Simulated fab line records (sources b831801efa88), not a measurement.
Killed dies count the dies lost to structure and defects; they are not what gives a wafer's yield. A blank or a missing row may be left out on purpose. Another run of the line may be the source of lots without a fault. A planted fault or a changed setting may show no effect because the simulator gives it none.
One fault through the eyes of 2 desks + flow gf180mcu + what lay behind the numbers comes last; until then each desk has only its own

## DESK OF THE TOOL OWNER: lpcvd-01
The tool's own readings at GF_POLY_GATE_CVD_00 (deposits poly-Si, target thk 200 nm, time 1200 s): means of the sampled wafers that have a number, for each lot that ran on this tool. If a lot's mean is further than 4 standard deviations from the usual mean, the lot is out of limits and carries the mark OUT (the distance appears in the brackets).
Columns: A = spike tc bottom C at GF_POLY_GATE_CVD_00, usual 642.7 C; B = spike tc top C at GF_POLY_GATE_CVD_00, usual 640.8 C; C = zone power centre pct at GF_POLY_GATE_CVD_00, usual 9.4 %; D = zone power upper pct at GF_POLY_GATE_CVD_00, usual 8.4 %
| lot  | first seen here | A     | B     | C   | D    |
|------|-----------------|-------|-------|-----|------|
| L408 | day 9 06:35     | 644.2 | 638.4 | 8.4 | 7.0  |
| L412 | day 10 09:41    | 645.3 | 637.4 | 8.4 | 6.9  |
| L415 | day 11 09:22    | 639.5 | 638.6 | 9.0 | 10.6 |
| L416 | day 11 15:58    | 640.3 | 639.3 | 9.0 | 10.6 |
| L421 | day 13 02:49    | 645.7 | 638.7 | 8.5 | 6.9  |
| L422 | day 13 07:26    | 645.7 | 638.4 | 8.4 | 6.8  |
This desk's finding: nothing out of limits on any of the 6 lots.

## METROLOGY DESK
What the gauges read, lot by lot, whatever tool the lot ran on: means of the sampled wafers that have a number. If a lot's mean is further than 4 standard deviations from the usual mean, the lot is out of limits and carries the mark OUT (the distance appears in the brackets).
Columns: A = POLY_GATE_CVD_00_THK at GF_POLY_GATE_THK_MEAS_01, usual 199.9 nm
| lot  | first seen here | A               |
|------|-----------------|-----------------|
| L408 | day 9 07:56     | 199.0           |
| L409 | day 9 10:48     | 201.5           |
| L412 | day 10 11:02    | 200.4           |
| L414 | day 11 06:16    | 203.4           |
| L415 | day 11 10:44    | 197.8           |
| L416 | day 11 17:19    | 197.3           |
| L421 | day 13 04:10    | 144.6 (-28) OUT |
| L422 | day 13 08:46    | 142.7 (-29) OUT |
| L425 | day 14 07:48    | 199.9           |
| L426 | day 14 11:20    | 199.2           |
| L428 | day 15 04:18    | 200.2           |
Per this desk, out of limits: L421, L422; the first was L421, day 13 04:10 (POLY_GATE_CVD_00_THK at GF_POLY_GATE_THK_MEAS_01). L408, L409, L412, L414, L415, L416, L425, L426, L428: within limits.

## BROUGHT TOGETHER
On L421, L422, the metrology desk was in a position to raise an alarm at day 13 04:10.
The desk of the tool owner found nothing out of limits.
On record at the tool owner's desk: L421, L422, within its limits.
All the named lots went through GF_POLY_GATE_CVD_00 on lpcvd-01.

## WHAT WAS PUT IN BY THE SIMULATOR
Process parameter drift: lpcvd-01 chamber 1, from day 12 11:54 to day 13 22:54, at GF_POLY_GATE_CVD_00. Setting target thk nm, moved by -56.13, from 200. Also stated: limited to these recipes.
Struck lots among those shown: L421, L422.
Hours from the fault's start to each desk's first reading out of limits: the metrology desk, 16.
